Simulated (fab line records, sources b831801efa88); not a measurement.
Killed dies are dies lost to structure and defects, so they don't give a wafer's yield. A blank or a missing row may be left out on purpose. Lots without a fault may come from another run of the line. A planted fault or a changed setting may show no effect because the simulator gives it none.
A struck lot beside a sound one | flow gf180mcu | 18 steps out of a route of 602
Sound: wafers L879.1, L879.5, L879.6. Struck: wafers L887.1, L887.2, L887.5. The cause comes at the end.
At each step with rows: each side's tool, then ch and its chambers, then its first start. Under that, the readings that differ: sound wafers | struck wafers | difference of the means | sigmas: that difference in standard deviations of wafers without a fault.
alike: readings whose means differ by less than 2 such deviations, and words and numbers that are the same on both sides. not compared: withheld readings, readings that some wafer has no value for, bounds like >300 that may hide the same value, and numbers for which the record gives no deviation and whose values overlap.
The two part at a step that has a row with sigmas, a row that says differs or no value, or rows on one side only. Numbers that don't overlap but have no deviation are shown without sigmas and don't part them. A reading that every wafer of one side lacks parts them only if that side has two wafers or more.

first, 1 step without rows for these wafers: GF_M2_SPUTTER_00 (material Ti, target thk 37.5 nm, time 150 s).
GF_M2_SPUTTER_01: material TiN, target thk 30 nm, time 25 s.
  sound on pvd_sputter-01, day 19 21:26; struck on pvd_sputter-01, day 23 09:25
  alike: throttle_valve_pct
GF_M2_SPUTTER_02: material AlCu, target thk 450 nm, time 23.9 s.
  sound on pvd_sputter-01, day 19 21:28; struck on pvd_sputter-01, day 23 09:26
  alike: throttle_valve_pct
GF_M2_SPUTTER_03: material Ti, target thk 10 nm, time 6.7 s.
  sound on pvd_sputter-01, day 19 21:30; struck on pvd_sputter-01, day 23 09:28
  alike: throttle_valve_pct
GF_M2_SPUTTER_04: material TiN, target thk 50 nm, time 41.7 s.
  sound on pvd_sputter-01, day 19 21:31; struck on pvd_sputter-01, day 23 09:29
  alike: throttle_valve_pct
GF_M2_RS_MEAS_05: measures by four-point-probe.
  sound on film_metro-03, day 19 21:34; struck on film_metro-03, day 23 09:32
  alike: M2_ALCU_RS
GF_M2_THK_MEAS_06: measures by xrf.
  sound on film_metro-03, day 19 21:41; struck on film_metro-03, day 23 09:39
  alike: M2_ALCU_THK
then, 5 steps without rows for these wafers: GF_M2_DEHYDRATE_07 (time 60 s); GF_M2_HMDS_08 (prime time 60 s); GF_M2_COAT_09 (resist thk 981.7 nm); GF_M2_SOFTBAKE_10 (time 60 s); GF_M2_EXPOSE_11 (exposes mask Metal2, target cd 280 nm).
GF_M2_PEB_12: peb time 90 s.
  sound on litho_track-01 ch 0, day 20 21:22; struck on litho_track-01 ch 0, day 24 08:13
  reading                  | sound                | struck               | difference | sigmas
  heater_power_total_W (W) | 85.75 85.77 85.71    | 72.49 72.54 72.72    | -13.16     | -99 or more
  plate_temp_C (C)         | 134.76 134.80 134.96 | 118.81 119.05 119.08 | -15.86     | -99 or more
then, 1 step without rows for these wafers: GF_M2_DEVELOP_13 (develop time 60 s).
GF_M2_CD_MEAS_14: target cd 280 nm.
  sound on cd_sem-02, day 20 21:43; struck on cd_sem-02, day 24 08:34
  reading    | sound             | struck            | difference | sigmas
  cd_nm (nm) | 278.7 278.5 279.5 | 375.7 376.4 375.5 | +97.0      | +81
GF_M2_OVL_MEAS_15:
  sound on overlay-02, day 20 21:50; struck on overlay-01, day 24 08:41
  alike: M2_OVL
GF_M2_METAL_ETCH_16: etches the open film in Cl2/BCl3, stops on SiO2, target depth 627.5 nm, time 104.6 s.
  sound on rie_metal-01 ch 1, day 20 21:53; struck on rie_metal-01 ch 0,1, day 24 08:44
  reading               | sound             | struck            | difference | sigmas
  oes_product_au (a.u.) | 0.986 0.983 0.988 | 0.966 0.980 0.974 | -0.012     | -2
  model.M2.cd_nm (nm)   | 275.2 275.5 275.8 | 375.4 379.7 375.7 | +101.4     |
  alike: drypump_motor_current_A, throttle_valve_pct
  not compared: rf_hours_counter_h
GF_M2_STRIP_17: strips in O2/N2.
  sound on plasma_asher-02 ch 0,1, day 20 22:06; struck on plasma_asher-03 ch 0,1, day 24 08:53
  alike: drypump_motor_current_A, heater_power_w, o2_flow_sccm, oes_product_au, strip_time_to_endpoint_s
  not compared: rf_hours_counter_h

WHERE THEY PART
First at GF_M2_PEB_12; last, within this record, at GF_M2_METAL_ETCH_16. Later steps at which nothing parts them and some readings are alike: GF_M2_STRIP_17.

WHY: what the simulator had put in
Process parameter drift: litho_track-01, from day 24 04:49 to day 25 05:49, at GF_M2_PEB_12. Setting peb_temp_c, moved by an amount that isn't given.
